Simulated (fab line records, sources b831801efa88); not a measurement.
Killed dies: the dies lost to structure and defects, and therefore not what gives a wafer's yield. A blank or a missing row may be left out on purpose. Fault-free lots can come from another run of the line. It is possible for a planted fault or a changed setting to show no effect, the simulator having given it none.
Which tool is to blame? / flow gf180mcu / 12 lots, 36 wafers sampled, at 3 steps of a route of 602

WHAT THE GAUGES SHOWED, per wafer
GF_VT_IMPLANT_RS_MEAS_48: measures by four-point-probe. Usual: LVPWELL_RS 1196 ohm/sq, standard deviation 3.4.
lot=L417; measured=day 7 13:37; on=film-metro-04; LVPWELL_RS (ohm/sq)=1193 1195 1191; flag=
lot=L418; measured=day 7 21:11; on=film-metro-03; LVPWELL_RS (ohm/sq)=1200 1198 1196; flag=
lot=L419; measured=day 8 01:46; on=film-metro-03; LVPWELL_RS (ohm/sq)=1275 1278 1277; flag=OFF
lot=L423; measured=day 9 07:17; on=film-metro-03; LVPWELL_RS (ohm/sq)=1267 1268 1267; flag=OFF
lot=L425; measured=day 9 20:04; on=film-metro-04; LVPWELL_RS (ohm/sq)=1192 1196 1192; flag=
lot=L426; measured=day 10 01:50; on=film-metro-03; LVPWELL_RS (ohm/sq)=1200 1197 1195; flag=
lot=L428; measured=day 10 14:56; on=film-metro-03; LVPWELL_RS (ohm/sq)=1197 1196 1193; flag=
lot=L431; measured=day 11 22:27; on=film-metro-03; LVPWELL_RS (ohm/sq)=1199 1196 1193; flag=
lot=L435; measured=day 12 19:55; on=film-metro-04; LVPWELL_RS (ohm/sq)=1196 1193 1193; flag=
lot=L436; measured=day 13 01:21; on=film-metro-04; LVPWELL_RS (ohm/sq)=1194 1194 1193; flag=
lot=L438; measured=day 13 09:29; on=film-metro-04; LVPWELL_RS (ohm/sq)=1195 1192 1189; flag=
lot=L440; measured=day 14 00:58; on=film-metro-04; LVPWELL_RS (ohm/sq)=1192 1195 1194; flag=

TOOL THAT RAN EACH LOT (tool first, then ch and the chambers of the sampled wafers, then the start)
lot=L417; GF_STI_ETCH_13=rie-diel-01 ch 0,3, day 2 01:14; GF_LVPWELL_IMPLANT_08=implanter-02 ch 0, day 3 20:49
lot=L418; GF_STI_ETCH_13=rie-diel-03 ch 0,1, day 2 06:35; GF_LVPWELL_IMPLANT_08=implanter-02 ch 0, day 4 02:41
lot=L419; GF_STI_ETCH_13=rie-diel-02 ch 1,2,3, day 2 11:23; GF_LVPWELL_IMPLANT_08=implanter-02 ch 0, day 4 07:47
lot=L423; GF_STI_ETCH_13=rie-diel-02 ch 2,3, day 3 08:41; GF_LVPWELL_IMPLANT_08=implanter-02 ch 0, day 5 07:19
lot=L425; GF_STI_ETCH_13=rie-diel-02 ch 0,2,3, day 3 18:56; GF_LVPWELL_IMPLANT_08=implanter-03 ch 0, day 5 16:35
lot=L426; GF_STI_ETCH_13=rie-diel-02 ch 0,1, day 3 23:32; GF_LVPWELL_IMPLANT_08=implanter-01 ch 0, day 5 23:46
lot=L428; GF_STI_ETCH_13=rie-diel-01 ch 1,2,3, day 4 10:32; GF_LVPWELL_IMPLANT_08=implanter-03 ch 0, day 6 10:26
lot=L431; GF_STI_ETCH_13=rie-diel-03 ch 0,2, day 5 02:19; GF_LVPWELL_IMPLANT_08=implanter-01 ch 0, day 7 12:04
lot=L435; GF_STI_ETCH_13=rie-diel-01 ch 0,2, day 6 02:58; GF_LVPWELL_IMPLANT_08=implanter-01 ch 0, day 8 07:10
lot=L436; GF_STI_ETCH_13=rie-diel-02 ch 0,3, day 6 05:56; GF_LVPWELL_IMPLANT_08=implanter-01 ch 0, day 8 12:05
lot=L438; GF_STI_ETCH_13=rie-diel-02 ch 0,1, day 6 13:14; GF_LVPWELL_IMPLANT_08=implanter-03 ch 0, day 8 17:19
lot=L440; GF_STI_ETCH_13=rie-diel-03 ch 0,1,2, day 6 23:54; GF_LVPWELL_IMPLANT_08=implanter-01 ch 0, day 9 06:43
- GF_STI_ETCH_13: etches the open film in CHF3/O2, stops on Si, target depth 282.31 nm, time 112.9 s.
- GF_LVPWELL_IMPLANT_08

AS READ BY THE TOOLS THEMSELVES (means over the sampled wafers that have a number; for cases with no such wafer, the mark the record gives instead)
GF_STI_ETCH_13. Usual: chf3-flow-sccm 49.98 sccm, standard deviation 0.15; drypump-motor-current-A 5.9 A, standard deviation 0.59; oes-product-au 0.831 a.u., standard deviation 0.007; throttle-valve-pct 8.809 %, standard deviation 0.0092.
lot=L417; tool=rie-diel-01; chf3-flow-sccm (sccm)=50.19; drypump-motor-current-A (A)=5.2; oes-product-au (a.u.)=0.823; throttle-valve-pct (%)=8.805; flag=
lot=L418; tool=rie-diel-03; chf3-flow-sccm (sccm)=49.87; drypump-motor-current-A (A)=5.6; oes-product-au (a.u.)=0.840; throttle-valve-pct (%)=8.813; flag=
lot=L419; tool=rie-diel-02; chf3-flow-sccm (sccm)=50.03; drypump-motor-current-A (A)=6.3; oes-product-au (a.u.)=0.837; throttle-valve-pct (%)=8.812; flag=
lot=L423; tool=rie-diel-02; chf3-flow-sccm (sccm)=50.02; drypump-motor-current-A (A)=6.4; oes-product-au (a.u.)=0.826; throttle-valve-pct (%)=8.815; flag=
lot=L425; tool=rie-diel-02; chf3-flow-sccm (sccm)=49.99; drypump-motor-current-A (A)=6.4; oes-product-au (a.u.)=0.833; throttle-valve-pct (%)=8.819; flag=
lot=L426; tool=rie-diel-02; chf3-flow-sccm (sccm)=50.14; drypump-motor-current-A (A)=6.5; oes-product-au (a.u.)=0.828; throttle-valve-pct (%)=8.806; flag=
lot=L428; tool=rie-diel-01; chf3-flow-sccm (sccm)=49.93; drypump-motor-current-A (A)=4.9; oes-product-au (a.u.)=0.826; throttle-valve-pct (%)=8.811; flag=
lot=L431; tool=rie-diel-03; chf3-flow-sccm (sccm)=49.93; drypump-motor-current-A (A)=5.4; oes-product-au (a.u.)=0.828; throttle-valve-pct (%)=8.801; flag=
lot=L435; tool=rie-diel-01; chf3-flow-sccm (sccm)=49.97; drypump-motor-current-A (A)=5.3; oes-product-au (a.u.)=0.829; throttle-valve-pct (%)=8.812; flag=
lot=L436; tool=rie-diel-02; chf3-flow-sccm (sccm)=49.81; drypump-motor-current-A (A)=6.6; oes-product-au (a.u.)=0.827; throttle-valve-pct (%)=8.807; flag=
lot=L438; tool=rie-diel-02; chf3-flow-sccm (sccm)=50.08; drypump-motor-current-A (A)=6.5; oes-product-au (a.u.)=0.839; throttle-valve-pct (%)=8.813; flag=
lot=L440; tool=rie-diel-03; chf3-flow-sccm (sccm)=49.87; drypump-motor-current-A (A)=5.5; oes-product-au (a.u.)=0.827; throttle-valve-pct (%)=8.811; flag=

GF_LVPWELL_IMPLANT_08. Usual: dose-ions-cm2 1.4998e+13, standard deviation 1.7e+10; faraday-current-uA 84.7, standard deviation 1.5; tilt-deg -0.002 degrees, standard deviation 0.019.
lot=L417; tool=implanter-02; dose-ions-cm2=1.5028e+13; faraday-current-uA=84.6; tilt-deg (degrees)=-0.004; flag=
lot=L418; tool=implanter-02; dose-ions-cm2=1.5010e+13; faraday-current-uA=83.8; tilt-deg (degrees)=0.004; flag=
lot=L419; tool=implanter-02; dose-ions-cm2=1.3252e+13; faraday-current-uA=75.8; tilt-deg (degrees)=0.024; flag=OFF
lot=L423; tool=implanter-02; dose-ions-cm2=1.3230e+13; faraday-current-uA=74.8; tilt-deg (degrees)=0.018; flag=OFF
lot=L425; tool=implanter-03; dose-ions-cm2=1.4990e+13; faraday-current-uA=84.4; tilt-deg (degrees)=0.002; flag=
lot=L426; tool=implanter-01; dose-ions-cm2=1.4984e+13; faraday-current-uA=83.4; tilt-deg (degrees)=0.006; flag=
lot=L428; tool=implanter-03; dose-ions-cm2=1.4999e+13; faraday-current-uA=84.0; tilt-deg (degrees)=-0.000; flag=
lot=L431; tool=implanter-01; dose-ions-cm2=1.5004e+13; faraday-current-uA=84.8; tilt-deg (degrees)=-0.022; flag=
lot=L435; tool=implanter-01; dose-ions-cm2=1.4993e+13; faraday-current-uA=86.0; tilt-deg (degrees)=-0.003; flag=
lot=L436; tool=implanter-01; dose-ions-cm2=1.5012e+13; faraday-current-uA=85.6; tilt-deg (degrees)=-0.021; flag=
lot=L438; tool=implanter-03; dose-ions-cm2=1.5003e+13; faraday-current-uA=84.7; tilt-deg (degrees)=-0.008; flag=
lot=L440; tool=implanter-01; dose-ions-cm2=1.4982e+13; faraday-current-uA=84.6; tilt-deg (degrees)=0.027; flag=

THE ANSWER, worked out from the rows above alone
Rule: a lot counts as off when the mean over its wafers that have a number is more than 3 standard deviations away from the usual mean. A lot without any number at a reading at which 4 lots or more have one is off too. The other lots that the step has rows for count as sound. Order of review: gauges by route order, followed by the tools' own readings, for which a lot's mean as printed above is used. At the first step where some lot is off, the reading lying furthest off is the one used; lots without a number count as furthest.
Off: L419, L423, seen at GF_VT_IMPLANT_RS_MEAS_48 (LVPWELL_RS).
If a tool, at a process step before that reading, ran all the lots that are off and no sound lot after the first of them, it fits. The gauges at GF_VT_IMPLANT_RS_MEAS_48 aren't tried: what is off there is off at GF_LVPWELL_IMPLANT_08 too, on other tools, and a gauge's error can't cause that. One fits: implanter-02 at GF_LVPWELL_IMPLANT_08. A fault onset in the window from L418 (day 4 02:41, its last sound lot) to L419 (day 4 07:47, its first lot off) fits.
The tool's own readings at GF_LVPWELL_IMPLANT_08 bear it out: on the lots that are off they differ by more than 5 times the standard deviation of the sound lots' means. dose-ions-cm2 reads 1.3241e+13 there against 1.5000e+13 on the sound lots; faraday-current-uA reads 75.3 there against 84.6 on the sound lots.

WHAT WAS PUT IN BY THE SIMULATOR
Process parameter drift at GF_LVPWELL_IMPLANT_08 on implanter-02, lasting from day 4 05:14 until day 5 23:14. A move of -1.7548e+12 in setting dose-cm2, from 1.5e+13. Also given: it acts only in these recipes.
Shown lots that were struck: L419, L423. The rule given above showed the same thing.
